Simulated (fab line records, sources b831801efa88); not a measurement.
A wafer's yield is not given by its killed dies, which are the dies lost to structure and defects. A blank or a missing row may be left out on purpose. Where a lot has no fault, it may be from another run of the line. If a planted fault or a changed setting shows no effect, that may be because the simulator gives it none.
Problem report, 8D (eight disciplines) form, completed by code || flow sky130 || the parts of the form that need people (team, actions taken, sign-off) are left out

1. PROBLEM STATEMENT
Across 6 wafers from 2 lots, LDD_HVP_TW at SKY_LDD_HVP_TW_MEAS_10 averages 484.1, while fault-free wafers read 452.3 with a standard deviation of 3. Measured from the usual mean, that is +11 standard deviations.
First seen on wafer L139.3, day 28 07:20, on film_metro-01. Wafers with a number at this step in the record: 42, from 14 lots. Rule for "out" (also "out of limits"): further than 4 standard deviations from the usual mean. All remaining wafers that have a number are taken as sound.

2. WHAT IT IS, AND WHAT IT ISN'T
{"question": "which readings at this step", "is": "LDD_HVP_TW", "is not": "-"}
{"question": "which lots", "is": "L139, L142", "is not": "L123, L124, L125, L126, L127, L129, L130, L131, L132, L138, L144, L145"}
{"question": "which wafers of those lots", "is": "all that have a number", "is not": "-"}
{"question": "read on which gauges", "is": "film_metro-01, film_metro-02", "is not": "film_metro-04"}
{"question": "when", "is": "from day 28 07:20", "is not": "up to then (30 sound wafers); but 6 sound wafers of L144, L145 came after"}

3. WHAT RULES OUT EACH SUSPECT
Counting: a tool at any process step up to the reading remains a suspect when it ran all the lots that are out and ran no sound lot after the first of those.
- the gauge at SKY_LDD_HVP_TW_MEAS_10: ruled out. Those wafers that are out were read across 2 gauges (film_metro-01, film_metro-02).
- implanter-02 at SKY_LDD_HVP_IMPLANT_08: kept. Every lot that is out went through it, starting with L139 (day 28 07:07), and after that it ran no sound lot; the last sound lot it ran before then is L129 (day 24 04:50). Its own beam_on_s, faraday_current_uA readings are out on those wafers.
After counting, what remains is implanter-02 at SKY_LDD_HVP_IMPLANT_08.

4. THE CAUSE (what the simulator had put in)
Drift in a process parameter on implanter-02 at SKY_LDD_HVP_IMPLANT_08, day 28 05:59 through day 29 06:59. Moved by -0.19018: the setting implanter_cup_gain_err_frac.
After counting, this tool was the only one left.

5. THE EFFECT CHAIN, in route order
One row per reading whose mean, taken over the struck wafers that have a number, lies over 3 standard deviations from the usual. Scope: only readings with a usual standard deviation given in the record; hours: median across lots of the time from each lot's start at the first step in this table that gives one to its start at this step; sigmas: change in usual standard deviations.
{"hours": 0, "step": "SKY_LDD_HVP_IMPLANT_08", "reading": "beam_on_s", "usual": "9.98 s", "on struck wafers": 12.29, "change": "+2.31", "sigmas": "+12"}
{"hours": 0, "step": "SKY_LDD_HVP_IMPLANT_08", "reading": "faraday_current_uA", "usual": 96.0, "on struck wafers": 78.2, "change": -17.8, "sigmas": -9.4}
{"hours": 0, "step": "SKY_LDD_HVP_TW_MEAS_10", "reading": "LDD_HVP_TW", "usual": 452.3, "on struck wafers": 484.1, "change": "+31.8", "sigmas": "+11"}
Here are the process steps it includes:
- SKY_LDD_HVP_IMPLANT_08

6. HOW IT WOULD HAVE BEEN CAUGHT EARLIER
In this record the first reading out of limits at a measuring or inspecting step was taken at day 28 07:20, 1 hour after the fault began at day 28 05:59.
At SKY_LDD_HVP_IMPLANT_08, the tool's own readings (beam_on_s, faraday_current_uA) were out on each struck wafer the step has a row for, so an alarm limit on them would have fired on the first such wafer.
Lots out: 2; of these, L142 started SKY_LDD_HVP_IMPLANT_08 on implanter-02 after day 28 07:20. A hold on the tool at that time would have spared it.
